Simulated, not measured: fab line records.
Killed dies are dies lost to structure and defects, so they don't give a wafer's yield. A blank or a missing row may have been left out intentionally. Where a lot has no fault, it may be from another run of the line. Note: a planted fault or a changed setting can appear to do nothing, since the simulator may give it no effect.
Chamber matching :: flow sky130 :: rie_diel-02 running SKY_FIELD_ISO_ETCH_14: 4 sister chambers
The step etches BARC in N2/H2, stops on SiO2, time 45.9 s, target depth 60 nm. 20 wafers are shown with their chamber, then 10 later ones without.

== WAFERS PAIRED WITH THEIR CHAMBERS ==
wafer: L310.2
chamber: 2
drypump_motor_current_A (A): 5.75
throttle_valve_pct (%): 13.229
oes_product_au (a.u.): 0.850

wafer: L310.4
chamber: 0
drypump_motor_current_A (A): 5.70
throttle_valve_pct (%): 13.218
oes_product_au (a.u.): 0.853

wafer: L310.6
chamber: 2
drypump_motor_current_A (A): 5.77
throttle_valve_pct (%): 13.214
oes_product_au (a.u.): 0.852

wafer: L311.1
chamber: 2
drypump_motor_current_A (A): 5.75
throttle_valve_pct (%): 13.211
oes_product_au (a.u.): 0.862

wafer: L311.2
chamber: 0
drypump_motor_current_A (A): 5.66
throttle_valve_pct (%): 13.229
oes_product_au (a.u.): 0.848

wafer: L311.6
chamber: 2
drypump_motor_current_A (A): 5.74
throttle_valve_pct (%): 13.212
oes_product_au (a.u.): 0.848

wafer: L315.1
chamber: 0
drypump_motor_current_A (A): 5.70
throttle_valve_pct (%): 13.235
oes_product_au (a.u.): 0.851

wafer: L315.4
chamber: 1
drypump_motor_current_A (A): 6.01
throttle_valve_pct (%): 13.246
oes_product_au (a.u.): 0.855

wafer: L315.5
chamber: 3
drypump_motor_current_A (A): 6.17
throttle_valve_pct (%): 13.219
oes_product_au (a.u.): 0.852

wafer: L316.2
chamber: 1
drypump_motor_current_A (A): 6.02
throttle_valve_pct (%): 13.212
oes_product_au (a.u.): 0.854

wafer: L316.5
chamber: 2
drypump_motor_current_A (A): 5.71
throttle_valve_pct (%): 13.232
oes_product_au (a.u.): 0.853

wafer: L316.6
chamber: 3
drypump_motor_current_A (A): 6.17
throttle_valve_pct (%): 13.217
oes_product_au (a.u.): 0.856

wafer: L317.3
chamber: 3
drypump_motor_current_A (A): 6.20
throttle_valve_pct (%): 13.222
oes_product_au (a.u.): 0.863

wafer: L317.4
chamber: 1
drypump_motor_current_A (A): 5.98
throttle_valve_pct (%): 13.236
oes_product_au (a.u.): 0.847

wafer: L317.5
chamber: 1
drypump_motor_current_A (A): 5.99
throttle_valve_pct (%): 13.235
oes_product_au (a.u.): 0.864

wafer: L318.1
chamber: 1
drypump_motor_current_A (A): 5.98
throttle_valve_pct (%): 13.238
oes_product_au (a.u.): 0.853

wafer: L318.5
chamber: 2
drypump_motor_current_A (A): 5.75
throttle_valve_pct (%): 13.223
oes_product_au (a.u.): 0.852

wafer: L318.6
chamber: 1
drypump_motor_current_A (A): 5.98
throttle_valve_pct (%): 13.233
oes_product_au (a.u.): 0.854

wafer: L320.2
chamber: 2
drypump_motor_current_A (A): 5.74
throttle_valve_pct (%): 13.217
oes_product_au (a.u.): 0.853

wafer: L320.3
chamber: 1
drypump_motor_current_A (A): 6.00
throttle_valve_pct (%): 13.222
oes_product_au (a.u.): 0.864

SIGNATURES (averages over the wafers above)
reading: drypump_motor_current_A
chamber 0: 5.6867
chamber 1: 5.9943
chamber 2: 5.7443
chamber 3: 6.1800
scatter within a chamber: 0.018

reading: throttle_valve_pct
chamber 0: 13.22733
chamber 1: 13.23171
chamber 2: 13.21971
chamber 3: 13.21933
scatter within a chamber: 0.00916

reading: oes_product_au
chamber 0: 0.85067
chamber 1: 0.85586
chamber 2: 0.85286
chamber 3: 0.85700
scatter within a chamber: 0.00511
Rule: for each reading, subtract the chamber's mean from the wafer's reading, divide by that reading's scatter and square the result; add these up over the readings and take the root, which gives the wafer's distance from the chamber. The wafer belongs to the nearest chamber; if the next one is less than 2 further off, it can't be placed. The scatter: the root of (the sum of the squares of (reading less its chamber's mean) over the shown wafers, divided by (wafers less chambers)).

== WAFERS WHOSE CHAMBER IS MISSING ==
wafer: L320.5
drypump_motor_current_A (A): 5.71
throttle_valve_pct (%): 13.223
oes_product_au (a.u.): 0.857

wafer: L321.1
drypump_motor_current_A (A): 5.75
throttle_valve_pct (%): 13.231
oes_product_au (a.u.): 0.858

wafer: L321.5
drypump_motor_current_A (A): 6.18
throttle_valve_pct (%): 13.208
oes_product_au (a.u.): 0.861

wafer: L321.6
drypump_motor_current_A (A): 5.73
throttle_valve_pct (%): 13.227
oes_product_au (a.u.): 0.857

wafer: L326.2
drypump_motor_current_A (A): 6.01
throttle_valve_pct (%): 13.226
oes_product_au (a.u.): 0.853

wafer: L326.4
drypump_motor_current_A (A): 5.67
throttle_valve_pct (%): 13.221
oes_product_au (a.u.): 0.853

wafer: L326.6
drypump_motor_current_A (A): 6.18
throttle_valve_pct (%): 13.230
oes_product_au (a.u.): 0.863

wafer: L330.4
drypump_motor_current_A (A): 5.68
throttle_valve_pct (%): 13.224
oes_product_au (a.u.): 0.859

wafer: L330.5
drypump_motor_current_A (A): 5.74
throttle_valve_pct (%): 13.210
oes_product_au (a.u.): 0.860

wafer: L330.6
drypump_motor_current_A (A): 6.00
throttle_valve_pct (%): 13.224
oes_product_au (a.u.): 0.852

== EACH ONE'S CHAMBER ==
wafer: L320.5
from the rows above: can't be placed: 0 or 2
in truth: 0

wafer: L321.1
from the rows above: 2
in truth: 2

wafer: L321.5
from the rows above: 3
in truth: 3

wafer: L321.6
from the rows above: can't be placed: 2 or 0
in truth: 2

wafer: L326.2
from the rows above: 1
in truth: 1

wafer: L326.4
from the rows above: 0
in truth: 0

wafer: L326.6
from the rows above: 3
in truth: 3

wafer: L330.4
from the rows above: 0
in truth: 0

wafer: L330.5
from the rows above: 2
in truth: 2

wafer: L330.6
from the rows above: 1
in truth: 1
Correctly placed: 8 of 10. Not placeable from these rows: 2 (in 2, the candidates include the true chamber). 0 placed wrongly.
